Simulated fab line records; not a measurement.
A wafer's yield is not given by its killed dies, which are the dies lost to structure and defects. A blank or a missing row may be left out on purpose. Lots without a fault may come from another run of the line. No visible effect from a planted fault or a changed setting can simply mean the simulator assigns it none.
Matching of chambers	flow gf180mcu	cmp-02 running GF_V3_CMP_26: 4 sister chambers
The step polishes, stops on SiO2, t overpolish 15 s, target thk 0 nm. 16 wafers are shown with their chamber, then 8 later ones without.

EACH WAFER AND ITS CHAMBER
wafer	chamber	motorCurrentA (A)	timeToEndpointS (s)	overpolishRunS (s)
L894.2	2	12.8	84	15.000
L894.4	0	11.2	84	15.014
L894.6	0	11.6	84	14.998
L898.1	0	10.8	81	14.995
L898.2	3	11.2	81	15.003
L898.5	2	12.5	81	14.996
L903.1	0	11.2	78	14.990
L903.2	1	13.0	81	14.994
L903.4	2	13.1	79	14.979
L909.1	3	11.1	84	14.992
L909.2	1	13.0	85	14.999
L909.4	2	12.2	86	15.007
L910.1	3	11.8	88	15.016
L910.3	1	13.3	86	14.987
L910.5	1	12.4	88	14.996
L911.1	1	13.5	83	15.003

SIGNATURES, as means of the wafers listed above
reading	chamber 0	chamber 1	chamber 2	chamber 3	scatter within a chamber
motorCurrentA	11.200	13.040	12.650	11.367	0.382
timeToEndpointS	81.75	84.60	82.50	84.33	2.99
overpolishRunS	14.99925	14.99580	14.99550	15.00367	0.00991
Rule: a wafer's distance from a chamber is the root of the sum, over the readings, of the square of ((its reading less the chamber's mean) divided by the reading's scatter). The wafer belongs to the nearest chamber; if the next one is less than 2 further off, it can't be placed. The scatter: take each reading less its chamber's mean, square it, sum over the shown wafers, divide by the number of wafers less the number of chambers, and take the root.

WAFERS WHOSE CHAMBER IS MISSING
wafer	motorCurrentA (A)	timeToEndpointS (s)	overpolishRunS (s)
L911.3	11.5	84	14.978
L911.5	11.4	85	15.007
L913.1	10.9	86	15.009
L913.2	12.5	87	14.990
L913.4	13.2	85	15.001
L915.2	13.1	82	15.012
L915.3	11.2	84	14.990
L915.4	11.3	86	15.002

THE CHAMBER EACH PASSED THROUGH
wafer	from the rows above	in truth
L911.3	can't be placed: 0 or 3 or 2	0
L911.5	can't be placed: 3 or 0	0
L913.1	can't be placed: 3 or 0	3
L913.2	can't be placed: 2 or 1 or 3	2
L913.4	can't be placed: 1 or 2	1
L915.2	can't be placed: 1 or 2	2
L915.3	can't be placed: 0 or 3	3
L915.4	can't be placed: 3 or 0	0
Correctly placed: 0 of 8. From these rows, 8 cannot be placed; in 8 the true chamber is one of the candidates. Placed wrongly: 0.
